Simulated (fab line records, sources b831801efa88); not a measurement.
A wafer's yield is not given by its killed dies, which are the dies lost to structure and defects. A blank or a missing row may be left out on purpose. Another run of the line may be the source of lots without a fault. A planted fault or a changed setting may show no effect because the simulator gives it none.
Which tool did it? || flow gf180mcu || 6 lots with 18 wafers sampled at 3 steps, on a route of 602 steps

WHAT THE GAUGES SHOWED, per wafer
GF_PSD_RS_MEAS_14: a four-point-probe measurement.
{"lot": "L263", "measured": "day 15 11:42", "on": "film metro-02", "NSD_RS (ohm/sq)": "46.33 46.18 46.24"}
{"lot": "L265", "measured": "day 16 00:19", "on": "film metro-04", "NSD_RS (ohm/sq)": "46.19 46.15 46.15"}
{"lot": "L268", "measured": "day 17 08:49", "on": "film metro-02", "NSD_RS (ohm/sq)": "46.33 46.27 46.23"}
{"lot": "L271", "measured": "day 18 08:42", "on": "film metro-02", "NSD_RS (ohm/sq)": "46.28 46.21 46.25"}
{"lot": "L275", "measured": "day 19 17:17", "on": "film metro-03", "NSD_RS (ohm/sq)": "46.78 46.76 46.73"}
{"lot": "L278", "measured": "day 21 02:47", "on": "film metro-04", "NSD_RS (ohm/sq)": "46.10 46.14 46.14"}

EACH LOT AND THE TOOL THAT RAN IT (in order: tool; ch and the chambers of the sampled wafers; start)
{"lot": "L263", "GF_NSD_IMPLANT_09": "implanter-03 ch 0, day 14 12:58", "GF_NSD_STRIP_11": "plasma asher-03 ch 0,1, day 14 13:14"}
{"lot": "L265", "GF_NSD_IMPLANT_09": "implanter-03 ch 0, day 15 01:47", "GF_NSD_STRIP_11": "plasma asher-03 ch 0,1, day 15 02:05"}
{"lot": "L268", "GF_NSD_IMPLANT_09": "implanter-01 ch 0, day 16 08:52", "GF_NSD_STRIP_11": "plasma asher-03 ch 0,1, day 16 09:10"}
{"lot": "L271", "GF_NSD_IMPLANT_09": "implanter-01 ch 0, day 17 08:43", "GF_NSD_STRIP_11": "plasma asher-04 ch 0,1, day 17 09:00"}
{"lot": "L275", "GF_NSD_IMPLANT_09": "implanter-01 ch 0, day 18 15:58", "GF_NSD_STRIP_11": "plasma asher-04 ch 0,1, day 18 16:16"}
{"lot": "L278", "GF_NSD_IMPLANT_09": "implanter-03 ch 0, day 20 01:19", "GF_NSD_STRIP_11": "plasma asher-04 ch 0,1, day 20 01:37"}
- GF_NSD_IMPLANT_09
- GF_NSD_STRIP_11: strips in O2/N2.

THE ANSWER, worked out from the rows above alone
Rule: the lots themselves supply what counts as usual. The widest of any qualifying gaps counts: lots, ordered by their means at a reading, are off when they make up no more than a third of the lots, leave a main group of 4 or more, and stand apart from it by 3 or more times the standard deviation of that group's means. The tables above print the reading to a certain number of digits; a main group whose means all agree to those digits is not used. Also off: a lot with no number at a reading for which 4 or more lots have one. All remaining lots with rows at the step are treated as sound.
Off: at GF_PSD_RS_MEAS_14 (NSD_RS), L275. For the main group the mean is 46.21 ohm/sq and the standard deviation 0.057.
If a tool, at a process step before that reading, ran all the lots that are off and no sound lot after the first of them, it fits. Gauges at GF_PSD_RS_MEAS_14: tried the same way as those tools. 2 tools fit, implanter-01 at GF_NSD_IMPLANT_09 and film metro-03 at GF_PSD_RS_MEAS_14, so this cannot tell which one it is.

WHAT HAD BEEN PUT IN BY THE SIMULATOR
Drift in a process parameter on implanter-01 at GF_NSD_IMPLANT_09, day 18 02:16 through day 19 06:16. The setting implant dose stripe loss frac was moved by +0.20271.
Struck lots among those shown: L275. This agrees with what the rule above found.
